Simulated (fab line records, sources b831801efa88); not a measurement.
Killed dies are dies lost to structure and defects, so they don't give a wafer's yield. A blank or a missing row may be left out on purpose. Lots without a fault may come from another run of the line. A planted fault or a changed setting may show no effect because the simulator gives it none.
A struck lot beside a sound one | flow sky130 | 39 steps out of a route of 708
Sound: wafers L915.4, L915.5, L915.6. Struck: wafers L929.1, L929.3, L929.4. The cause comes at the end.
At each step with rows: each side's tool, then ch and its chambers, then its first start. Under that, the readings that differ: sound wafers | struck wafers | difference of the means | sigmas: that difference in standard deviations of wafers without a fault.
alike: readings whose means differ by less than 2 such deviations, and words and numbers that are the same on both sides. not compared: withheld readings, readings that some wafer has no value for, bounds like >300 that may hide the same value, and numbers for which the record gives no deviation and whose values overlap.
The two part at a step that has a row with sigmas, a row that says differs or no value, or rows on one side only. Numbers that don't overlap but have no deviation are shown without sigmas and don't part them. A reading that every wafer of one side lacks parts them only if that side has two wafers or more.

first, 10 steps without rows for these wafers: SKY_VT_ADJUST_LVTN_HMDS_01 (prime time 60 s); SKY_VT_ADJUST_LVTN_COAT_02 (resist thk 3000 nm); SKY_VT_ADJUST_LVTN_SOFTBAKE_03; SKY_VT_ADJUST_LVTN_EXPOSE_04 (exposes mask NWM COMPLEMENT LESS NATIVE, target cd 840 nm); SKY_VT_ADJUST_LVTN_PEB_05; SKY_VT_ADJUST_LVTN_DEVELOP_06 (develop time 60 s); SKY_VT_ADJUST_LVTN_IMPLANT_08; SKY_VT_ADJUST_LVTN_STRIP_09 (strips in O2/N2); SKY_VT_ADJUST_LVTN_DEHYDRATE_11 (time 60 s); SKY_VT_ADJUST_LVTN_HMDS_12 (prime time 60 s).
SKY_VT_ADJUST_LVTN_COAT_13: resist thk 1140 nm.
  sound on litho_track-04 ch 0, day 7 11:35; struck on litho_track-04, day 11 13:49
  no value came back on the struck wafers for chill_plate_temp_C (C), dispense_pressure_kPa (kPa), spin_speed_rpm (rpm); on the sound wafers chill_plate_temp_C (C) reads 23.03 22.97 23.06
then, 4 steps without rows for these wafers: SKY_VT_ADJUST_LVTN_SOFTBAKE_14 (time 60 s); SKY_VT_ADJUST_LVTN_EXPOSE_15 (exposes mask HVN STD DERIVED, target cd 600 nm); SKY_VT_ADJUST_LVTN_PEB_16; SKY_VT_ADJUST_LVTN_DEVELOP_17 (develop time 60 s).
SKY_VT_ADJUST_LVTN_OVL_MEAS_18:
  sound on overlay-02, day 7 20:43; struck on overlay-01, day 12 02:34
  reading                    | sound       | struck | difference                    | sigmas
  VT_ADJUST_LVTN_01_OVL (nm) | 3.6 0.7 2.4 | - - -  | no value on the struck wafers |
then, 11 steps without rows for these wafers: SKY_VT_ADJUST_LVTN_IMPLANT_19; SKY_VT_ADJUST_LVTN_STRIP_20 (strips in O2/N2); SKY_VT_ADJUST_NCORE_DEHYDRATE_00 (time 60 s); SKY_VT_ADJUST_NCORE_HMDS_01 (prime time 60 s); SKY_VT_ADJUST_NCORE_COAT_02 (resist thk 1140 nm); SKY_VT_ADJUST_NCORE_SOFTBAKE_03 (time 60 s); SKY_VT_ADJUST_NCORE_EXPOSE_04 (exposes mask LVTN COMPLEMENT THIN, target cd 380 nm); SKY_VT_ADJUST_NCORE_PEB_05; SKY_VT_ADJUST_NCORE_DEVELOP_06 (develop time 60 s); SKY_VT_ADJUST_NCORE_IMPLANT_09; SKY_VT_ADJUST_NCORE_STRIP_10 (strips in O2/N2).
SKY_VT_ADJUST_NCORE_TW_MEAS_11:
  sound on film_metro-01, day 8 18:19; struck on film_metro-01, day 13 02:56
  reading            | sound             | struck            | difference | sigmas
  VT_ADJUST_NCORE_TW | 217.4 218.2 218.9 | 249.6 250.5 250.4 | +32.0      | +33
then, 7 steps without rows for these wafers: SKY_VT_ADJUST_HVTR_DEHYDRATE_00 (time 60 s); SKY_VT_ADJUST_HVTR_HMDS_01 (prime time 60 s); SKY_VT_ADJUST_HVTR_COAT_02 (resist thk 1140 nm); SKY_VT_ADJUST_HVTR_SOFTBAKE_03 (time 60 s); SKY_VT_ADJUST_HVTR_EXPOSE_04 (exposes mask HVTRM, target cd 380 nm); SKY_VT_ADJUST_HVTR_PEB_05; SKY_VT_ADJUST_HVTR_DEVELOP_06 (develop time 60 s).
SKY_VT_ADJUST_HVTR_TW_MEAS_11:
  sound on film_metro-04, day 9 15:38; struck on film_metro-02, day 14 03:07
  reading           | sound             | struck            | difference | sigmas
  VT_ADJUST_HVTR_TW | 209.7 209.4 209.5 | 244.3 244.2 245.9 | +35.3      | +36
SKY_VT_ADJUST_PCH_TW_MEAS_10:
  sound on film_metro-04, day 10 14:10; struck on film_metro-02, day 15 04:38
  reading          | sound             | struck            | difference | sigmas
  VT_ADJUST_PCH_TW | 143.5 143.4 143.4 | 207.1 206.2 206.5 | +63.2      | +92
SKY_SONOS_TUNNEL_TW_MEAS_12:
  sound on film_metro-02, day 11 14:07; struck on film_metro-03, day 16 06:38
  reading         | sound             | struck            | difference | sigmas
  SONOS_TUNNEL_TW | 198.5 199.4 198.0 | 237.7 236.7 235.9 | +38.1      | +40
-- the record jumps here: 33 days lie between the struck wafers' starts before and after (it left off in module SONOS_TUNNEL and takes up again in module PAD_OPEN, whose first step shown is number 708 of the route) --
SKY_PAD_OPEN_PROBE_99:
  sound on prober-02, day 46 04:12; struck on prober-01, day 49 09:19
  reading                                   | sound                         | struck                       | difference | sigmas
  killed_at_front_end                       | 15 17 13                      | 433 425 408                  | +407       | +92
  killed_dies                               | 76 80 84                      | 492 492 492                  | +412       | +48
  killed_on_rim                             | 16 19 17                      | 96 96 96                     | +79        | +22
  model.etest.nfet_16v.r_on_ohm_um          | 1.369e+04 1.371e+04 1.359e+04 | 1.616e+04 1.613e+04 1.63e+04 | +2.533e+03 |
  model.etest.res_pwde_under_gate.rs_ohm_sq | 6148 6164 6139                | 5627 5586 5624               | -538       |
  model.etest.pfet_g5v0d10v5.r_on_ohm_um    | 4767 4728 4807                | 4494 4606 4545               | -219       |
  model.etest.tip_p.rs_ohm_sq               | 7031 7000 6942                | 6675 6618 6658               | -341       |
  model.etest.tip_sonos.rs_ohm_sq           | 2661 2659 2594                | 2717 2739 2746               | +96        |
  model.etest.tip_p_5v.rs_ohm_sq            | 2849 2858 2838                | 2800 2811 2807               | -42        |
  model.etest.nfet_05v0_nvt.drive_ua_um     | 581.9 584 585.7               | 530.2 523.6 525.3            | -57.5      |
  model.etest.sonos_uncharged.r_on_ohm_um   | 803.9 789.8 804.9             | 843.8 846.7 839              | +43.6      |
  alike: killed_at_M0_to_M3, killed_at_M4_up, killed_at_contacts, killed_at_other, killed_open, killed_short

WHERE THEY PART
First at SKY_VT_ADJUST_LVTN_COAT_13; last, within this record, at SKY_PAD_OPEN_PROBE_99.

WHY: what the simulator had put in
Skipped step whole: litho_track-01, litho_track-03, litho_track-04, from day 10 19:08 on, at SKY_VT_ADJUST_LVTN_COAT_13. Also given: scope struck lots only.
